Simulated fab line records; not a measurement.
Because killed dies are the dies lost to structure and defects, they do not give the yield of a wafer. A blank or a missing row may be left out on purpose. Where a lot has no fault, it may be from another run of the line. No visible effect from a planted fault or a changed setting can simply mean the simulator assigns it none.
fab line records + flow sky130 + part 2 of 2: steps 25 to 35 of 35
record:
- lots: 5
- wafers: 15
- lastDay: 50
route steps=708 shown LI_CONTACT@379 LOCAL_INTERCONNECT@387 CONTACT@406
lots untouched by any fault: they come from a run of this same line in which no faults occurred
startH: start of the lot's first displayed wafer, in hours after the record's first day + waitH: how many hours have passed since the lot's step before this one + " as in the row above + L1.1+2: one row covering several wafers at once + - either no value or no given start + * or withheld: withheld + < > ~ a bound
route shown NAME@n: names a module that has steps shown in the file, with the first one's number in the route + usual: mean/standard deviation of fault-free wafers + same: alike in all rows + chamber/n: place in a boat + sites: the reading at each site + _std_site: standard deviation of those values + _edge_site: mean of outer sites minus mean of inner sites + radiusMm: how far each site lies from the wafer's centre + mask NAME#n: copy n + behind: the tool/chamber that last shaped the wafer + hold: reason for holding the lot/hours on hold/outcome of the hold + device: whichever transistor did not switch (one of n, p or np) + end of line: tests run on the same wafers once the route is complete + a step without rows: its recipe alone + killed: count of dies lost to structure and defects at first sort (not the wafer's yield) + map: the dies of a wafer, with x for killed, . for not killed, _ for no die there
set.NAME: the run value of the setting; set.NAME@STEP: its run value at that earlier step + model.NAME: the simulator's own value behind a step, which no gauge read
lots at some steps of the route; a table a step, a row a wafer
services: when a tool's chamber went out of use (startH, in hours from the record's first day, below 0 if earlier), for how many hours, and the reason
== steps ==
step: SKY_LOCAL_INTERCONNECT_STRIP_16
recipe:
- chemistry: postEtchResidueRemover
- timeS: 1200
- tempC: 72.5
| lot.wafer  | tool        | chamber | startH | waitH |
|------------|-------------|---------|--------|-------|
| L075.2+4+6 | wetBench-01 | 1       | 709.84 | 0.1   |
| L077.1+5+6 | wetBench-02 | 2       | 727.68 | 0.1   |
| L082.1+2+3 | wetBench-04 | 0       | 769.05 | 0.1   |
| L093.1+2+4 | wetBench-01 | 2       | 849.63 | 0.1   |
| L095.2+3+4 | wetBench-04 | 0       | 866.53 | 0.1   |
step: SKY_LOCAL_INTERCONNECT_CLEAN_17
recipe:
- chemistry: IPA
- timeS: 180
- tempC: 25
| lot.wafer  | tool        | chamber | startH | waitH |
|------------|-------------|---------|--------|-------|
| L075.2+4+6 | wetBench-04 | 3       | 710.53 | 0.0   |
| L077.1+5+6 | wetBench-01 | 1       | 728.03 | 0.0   |
| L082.1+2+3 | wetBench-02 | 0       | 769.39 | 0.0   |
| L093.1+2+4 | wetBench-02 | 1       | 849.98 | 0.0   |
| L095.2+3+4 | wetBench-01 | 3       | 866.88 | 0.0   |
step: SKY_LOCAL_INTERCONNECT_CLEAN_18
recipe:
- chemistry: O3/DIW
- dry: n2Spin
| lot.wafer  | tool        | chamber | startH | waitH |
|------------|-------------|---------|--------|-------|
| L075.2+4+6 | wetBench-02 | 1       | 710.59 | 0.0   |
| L077.1+5+6 | wetBench-04 | 1       | 728.09 | 0.0   |
| L082.1+2+3 | wetBench-01 | 3       | 769.45 | 0.0   |
| L093.1+2+4 | wetBench-01 | 1       | 850.03 | 0.0   |
| L095.2+3+4 | wetBench-02 | 1       | 866.93 | 0.0   |
step: SKY_CONTACT_CVD_00
recipe:
- material: Si3N4
- targetThkNm: 75
- tempC: 400
- timeS: withheld
- rfW: 450
usual:
- heaterPowerW: 704/71
| lot.wafer | tool     | chamber | startH | waitH | heaterPowerW |
|-----------|----------|---------|--------|-------|--------------|
| L075.2    | pecvd-03 | 2       | 710.68 | 0.0   | 708          |
| L075.4    | "        | 2       | "      | "     | 725          |
| L075.6    | "        | 0       | "      | "     | 592          |
| L077.1    | pecvd-02 | 1       | 728.18 | 0.0   | 767          |
| L077.5    | "        | 2       | "      | "     | 757          |
| L077.6    | "        | 1       | "      | "     | 746          |
| L082.1    | pecvd-03 | 2       | 769.54 | 0.0   | 752          |
| L082.2    | "        | 1       | "      | "     | 708          |
| L082.3    | "        | 0       | "      | "     | 621          |
| L093.1    | pecvd-03 | 1       | 850.13 | 0.0   | 652          |
| L093.2    | "        | 2       | "      | "     | 776          |
| L093.4    | "        | 2       | "      | "     | 757          |
| L095.2    | pecvd-01 | 2       | 867.13 | 0.0   | 711          |
| L095.3    | "        | 1       | "      | "     | 734          |
| L095.4    | "        | 1       | "      | "     | 584          |
step: SKY_CONTACT_THK_MEAS_01
recipe:
- reads: Si3N4_of_CONTACT_CVD_00
usual:
- CONTACT_CVD_00_THK: 75.2/1
| lot.wafer | tool         | chamber | startH | waitH | CONTACT_CVD_00_THK[nm] |
|-----------|--------------|---------|--------|-------|------------------------|
| L075.2    | filmMetro-01 | -       | 710.73 | -     | 74.7                   |
| L075.4    | "            | -       | "      | "     | 75.1                   |
| L075.6    | "            | -       | "      | "     | 75.5                   |
| L077.1    | filmMetro-01 | -       | 728.21 | -     | 75.3                   |
| L077.5    | "            | -       | "      | "     | 77.2                   |
| L077.6    | "            | -       | "      | "     | 75.5                   |
| L082.1    | filmMetro-03 | -       | 769.57 | -     | 75.6                   |
| L082.2    | "            | -       | "      | "     | 75.7                   |
| L082.3    | "            | -       | "      | "     | 74.6                   |
| L093.1    | filmMetro-04 | -       | 850.16 | -     | 74.3                   |
| L093.2    | "            | -       | "      | "     | 75.3                   |
| L093.4    | "            | -       | "      | "     | 76.5                   |
| L095.2    | filmMetro-04 | -       | 867.18 | -     | 74.5                   |
| L095.3    | "            | -       | "      | "     | 74.1                   |
| L095.4    | "            | -       | "      | "     | 75.0                   |
step: SKY_CONTACT_HDPCVD_02
recipe:
- material: SiO2
- targetThkNm: 565
- sigmaOpenFrac: 0.3
- timeS: 94.2
- tempC: 600
- sih4FlowSccm: 60
- pressureMtorr: 6
usual:
- pressureMtorr: 5.999/0.012
- sih4FlowSccm: 60.00/0.18
| lot.wafer | tool      | chamber | startH | waitH | pressureMtorr | sih4FlowSccm |
|-----------|-----------|---------|--------|-------|---------------|--------------|
| L075.2    | hdpcvd-01 | 1       | 710.78 | 0.0   | 5.984         | 59.64        |
| L075.4    | "         | 1       | "      | "     | 5.982         | 59.98        |
| L075.6    | "         | 0       | "      | "     | 5.985         | 60.10        |
| L077.1    | hdpcvd-02 | 1       | 728.27 | 0.1   | 5.997         | 60.45        |
| L077.5    | "         | 1       | "      | "     | 5.997         | 60.07        |
| L077.6    | "         | 2       | "      | "     | 6.007         | 60.06        |
| L082.1    | hdpcvd-02 | 1       | 769.63 | 0.1   | 6.018         | 59.72        |
| L082.2    | "         | 2       | "      | "     | 6.008         | 59.98        |
| L082.3    | "         | 0       | "      | "     | 6.000         | 59.88        |
| L093.1    | hdpcvd-01 | 2       | 850.22 | 0.1   | 6.006         | 59.99        |
| L093.2    | "         | 1       | "      | "     | 6.005         | 60.22        |
| L093.4    | "         | 2       | "      | "     | 6.023         | 60.02        |
| L095.2    | hdpcvd-02 | 2       | 867.23 | 0.0   | 5.974         | 59.75        |
| L095.3    | "         | 1       | "      | "     | 5.988         | 60.01        |
| L095.4    | "         | 2       | "      | "     | 5.993         | 60.15        |
step: SKY_CONTACT_THK_MEAS_03
recipe:
- reads: SiO2_of_CONTACT_HDPCVD_02
usual:
- CONTACT_HDPCVD_THK: 568/5.5
| lot.wafer | tool         | chamber | startH | waitH | CONTACT_HDPCVD_THK[nm] |
|-----------|--------------|---------|--------|-------|------------------------|
| L075.2    | filmMetro-01 | -       | 710.85 | 0.0   | 568                    |
| L075.4    | "            | -       | "      | "     | 564                    |
| L075.6    | "            | -       | "      | "     | 560                    |
| L077.1    | filmMetro-04 | -       | 728.34 | 0.0   | 567                    |
| L077.5    | "            | -       | "      | "     | 572                    |
| L077.6    | "            | -       | "      | "     | 565                    |
| L082.1    | filmMetro-04 | -       | 769.70 | 0.0   | 577                    |
| L082.2    | "            | -       | "      | "     | 567                    |
| L082.3    | "            | -       | "      | "     | 574                    |
| L093.1    | filmMetro-04 | -       | 850.32 | 0.1   | 574                    |
| L093.2    | "            | -       | "      | "     | 568                    |
| L093.4    | "            | -       | "      | "     | 570                    |
| L095.2    | filmMetro-01 | -       | 867.31 | 0.0   | 565                    |
| L095.3    | "            | -       | "      | "     | 574                    |
| L095.4    | "            | -       | "      | "     | 563                    |
step: SKY_CONTACT_CMP_04
recipe:
- material: SiO2
- downForcePsi: 4
- platenRpm: 60
- padVelocityMS: 0.94248
usual:
- headPressurePsi: 3.999/0.0082
- motorCurrentA: 12.7/1.6
- timeToEndpointS: 81/4.5
| lot.wafer | tool   | chamber | startH | waitH | headPressurePsi | motorCurrentA | timeToEndpointS |
|-----------|--------|---------|--------|-------|-----------------|---------------|-----------------|
| L075.4    | cmp-02 | 0       | 710.92 | 0.0   | 3.999           | 12.3          | 88              |
| L075.2    | "      | 2       | "      | "     | 3.992           | 14.0          | 89              |
| L075.6    | "      | 0       | "      | "     | 3.993           | 12.1          | 86              |
| L077.1    | cmp-02 | 2       | 728.45 | 0.1   | 4.017           | 14.7          | 86              |
| L077.5    | "      | 1       | "      | "     | 3.989           | 11.9          | 85              |
| L077.6    | "      | 2       | "      | "     | 4.000           | 14.3          | 84              |
| L082.3    | cmp-02 | 1       | 769.76 | 0.0   | 4.020           | 12.4          | 77              |
| L082.2    | "      | 2       | "      | "     | 4.003           | 13.4          | 80              |
| L082.1    | "      | 3       | "      | "     | 3.987           | 15.2          | 80              |
| L093.4    | cmp-01 | 0       | 850.43 | 0.1   | 3.999           | 11.1          | 85              |
| L093.2    | "      | 1       | "      | "     | 4.011           | 11.6          | 82              |
| L093.1    | "      | 2       | "      | "     | 3.994           | 13.6          | 90              |
| L095.2    | cmp-01 | 0       | 867.41 | 0.1   | 4.002           | 11.2          | 85              |
| L095.3    | "      | 1       | "      | "     | 4.004           | 11.9          | 87              |
| L095.4    | "      | 2       | "      | "     | 3.997           | 12.6          | 88              |
step: SKY_CONTACT_BOW_MEAS_05
recipe:
- mode: bow
usual:
- CONTACT_BOW: 83/6.6
| lot.wafer | tool         | chamber | startH | waitH | CONTACT_BOW[um] |
|-----------|--------------|---------|--------|-------|-----------------|
| L075.2    | filmMetro-04 | -       | 711.24 | 0.2   | 79              |
| L075.4    | "            | -       | "      | "     | 81              |
| L075.6    | "            | -       | "      | "     | 78              |
| L077.1    | filmMetro-04 | -       | 728.70 | 0.2   | 80              |
| L077.5    | "            | -       | "      | "     | 91              |
| L077.6    | "            | -       | "      | "     | 84              |
| L082.1    | filmMetro-01 | -       | 770.06 | 0.1   | 91              |
| L082.2    | "            | -       | "      | "     | 84              |
| L082.3    | "            | -       | "      | "     | 97              |
| L093.1    | filmMetro-04 | -       | 850.68 | 0.1   | 80              |
| L093.2    | "            | -       | "      | "     | 83              |
| L093.4    | "            | -       | "      | "     | 75              |
| L095.2    | filmMetro-03 | -       | 867.68 | 0.2   | 84              |
| L095.3    | "            | -       | "      | "     | 78              |
| L095.4    | "            | -       | "      | "     | 89              |
step: SKY_CONTACT_DEHYDRATE_06
recipe:
- tempC: 200
- timeS: 60
usual:
- chillPlateTempC: 23.00/0.091
| lot.wafer | tool          | chamber | startH | waitH | chillPlateTempC |
|-----------|---------------|---------|--------|-------|-----------------|
| L075.2    | lithoTrack-01 | 0       | 724.50 | 13.2  | 23.04           |
| L075.4    | "             | 0       | "      | "     | 23.07           |
| L075.6    | "             | 0       | "      | "     | 23.00           |
| L077.1    | lithoTrack-02 | 0       | 741.27 | 12.6  | 23.05           |
| L077.5    | "             | 0       | "      | "     | 23.01           |
| L077.6    | "             | 0       | "      | "     | 22.93           |
| L082.1    | lithoTrack-04 | 0       | 783.61 | 13.5  | 23.11           |
| L082.2    | "             | 0       | "      | "     | 23.13           |
| L082.3    | "             | 0       | "      | "     | 23.03           |
| L093.1    | lithoTrack-02 | 0       | 863.12 | 12.4  | 23.08           |
| L093.2    | "             | 0       | "      | "     | 23.00           |
| L093.4    | "             | 0       | "      | "     | 23.12           |
| L095.2    | lithoTrack-01 | 0       | 879.75 | 12.0  | 23.01           |
| L095.3    | "             | 0       | "      | "     | 23.11           |
| L095.4    | "             | 0       | "      | "     | 23.20           |
step: SKY_CONTACT_HMDS_07
recipe:
- primeTimeS: 60
- primeTempC: 120
usual:
- chillPlateTempC: 23.01/0.11
| lot.wafer | tool          | chamber | startH | waitH | chillPlateTempC |
|-----------|---------------|---------|--------|-------|-----------------|
| L075.2    | lithoTrack-01 | 0       | 724.65 | 0.1   | 22.99           |
| L075.4    | "             | 0       | "      | "     | 23.02           |
| L075.6    | "             | 0       | "      | "     | 23.17           |
| L077.1    | lithoTrack-02 | 0       | 741.42 | 0.1   | 23.17           |
| L077.5    | "             | 0       | "      | "     | 23.20           |
| L077.6    | "             | 0       | "      | "     | 23.13           |
| L082.1    | lithoTrack-04 | 0       | 783.76 | 0.1   | 22.94           |
| L082.2    | "             | 0       | "      | "     | 23.01           |
| L082.3    | "             | 0       | "      | "     | 23.01           |
| L093.1    | lithoTrack-02 | 0       | 863.27 | 0.1   | 23.02           |
| L093.2    | "             | 0       | "      | "     | 22.96           |
| L093.4    | "             | 0       | "      | "     | 22.92           |
| L095.2    | lithoTrack-01 | 0       | 879.90 | 0.1   | 22.92           |
| L095.3    | "             | 0       | "      | "     | 23.05           |
| L095.4    | "             | 0       | "      | "     | 23.06           |
== services ==
| tool          | chamber | startH | hours | kind   |
|---------------|---------|--------|-------|--------|
| rieMetal-02   | -       | 659.47 | 1.0   | repair |
| rieMetal-03   | 1       | 659.66 | 1.5   | repair |
| cmp-02        | -       | 667.72 | 6.6   | pm     |
| pvdSputter-04 | -       | 698.50 | 5.5   | repair |
| rieMetal-02   | 0       | 704.86 | 21.9  | repair |
| pvdSputter-03 | -       | 705.05 | 0.6   | repair |
| cmp-02        | -       | 723.19 | 4.5   | repair |
| cmp-02        | -       | 744.22 | 4.0   | pm     |
| cmp-01        | -       | 746.10 | 2.8   | repair |
| cmp-01        | -       | 746.51 | 1.0   | repair |
| pvdSputter-04 | -       | 751.46 | 0.8   | repair |
| wetBench-04   | -       | 756.75 | 1.9   | pm     |
| rieMetal-02   | 1       | 766.59 | 6.6   | repair |
| cmp-02        | -       | 774.28 | 1.3   | repair |
| cmp-01        | -       | 776.18 | 4.8   | pm     |
| pvdSputter-03 | -       | 799.32 | 3.9   | repair |
| cmp-02        | -       | 806.58 | 1.6   | repair |
| pvdSputter-01 | -       | 809.58 | 3.2   | repair |
| pvdSputter-03 | -       | 809.70 | 5.5   | repair |
| cmp-02        | -       | 810.17 | 1.5   | repair |
| rieMetal-03   | -       | 815.06 | 2.8   | pm     |
| cmp-01        | -       | 829.90 | 1.3   | repair |
| pvdSputter-04 | -       | 865.26 | 4.3   | repair |
| cmp-02        | -       | 870.54 | 8.1   | pm     |
